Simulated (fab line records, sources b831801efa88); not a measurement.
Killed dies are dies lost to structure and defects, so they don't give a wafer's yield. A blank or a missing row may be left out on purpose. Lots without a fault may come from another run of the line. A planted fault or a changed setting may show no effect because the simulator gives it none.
A struck lot beside a sound one | flow gf180mcu | 11 steps out of a route of 602
Sound: wafers L177.2, L177.3, L177.6. Struck: wafers L182.1, L182.4, L182.6. The cause comes at the end.
At each step with rows: each side's tool, then ch and its chambers, then its first start. Under that, the readings that differ: sound wafers | struck wafers | difference of the means | sigmas: that difference in standard deviations of wafers without a fault.
alike: readings whose means differ by less than 2 such deviations, and words and numbers that are the same on both sides. not compared: withheld readings, readings that some wafer has no value for, bounds like >300 that may hide the same value, and numbers for which the record gives no deviation and whose values overlap.
The two part at a step that has a row with sigmas, a row that says differs or no value, or rows on one side only. Numbers that don't overlap but have no deviation are shown without sigmas and don't part them. A reading that every wafer of one side lacks parts them only if that side has two wafers or more.

GF_STI_BOW_MEAS_00:
  sound on film_metro-02, day 1 15:01; struck on film_metro-02, day 2 16:06
  alike: INCOMING_BOW
then, 1 step without rows for these wafers: GF_STI_OXIDATION_01 (stabilise 600 s, purge 300 s, target thk 10 nm).
GF_STI_THK_MEAS_02:
  sound on film_metro-02, day 1 17:13; struck on film_metro-03, day 2 18:50
  alike: STI_OXIDATION_THK
then, 1 step without rows for these wafers: GF_STI_CVD_03 (deposits Si3N4 from DCS/NH3, target thk 207.16 nm, time 3551 s).
GF_STI_THK_MEAS_04:
  sound on film_metro-04, day 1 19:16; struck on film_metro-02, day 2 20:53
  alike: STI_CVD_03_THK
then, 4 steps without rows for these wafers: GF_STI_DEHYDRATE_05 (time 60 s); GF_STI_HMDS_06 (prime time 60 s); GF_STI_COAT_07 (resist thk 700 nm); GF_STI_SOFTBAKE_08 (time 60 s).
GF_STI_EXPOSE_09: exposes mask COMP, target cd 220 nm.
  sound on krf_scanner-01 ch 0, day 2 01:42; struck on krf_scanner-02, day 3 02:56
  no value came back on the struck wafers for exposure_dose_mJ_cm2, focus_offset_nm (nm), reticle_temp_C (C); on the sound wafers exposure_dose_mJ_cm2 reads 27.554 27.533 27.582
  alike: mask
then, 1 step without rows for these wafers: GF_STI_PEB_10 (peb time 90 s).

WHERE THEY PART
Only at GF_STI_EXPOSE_09, within this record.

WHY: what the simulator had put in
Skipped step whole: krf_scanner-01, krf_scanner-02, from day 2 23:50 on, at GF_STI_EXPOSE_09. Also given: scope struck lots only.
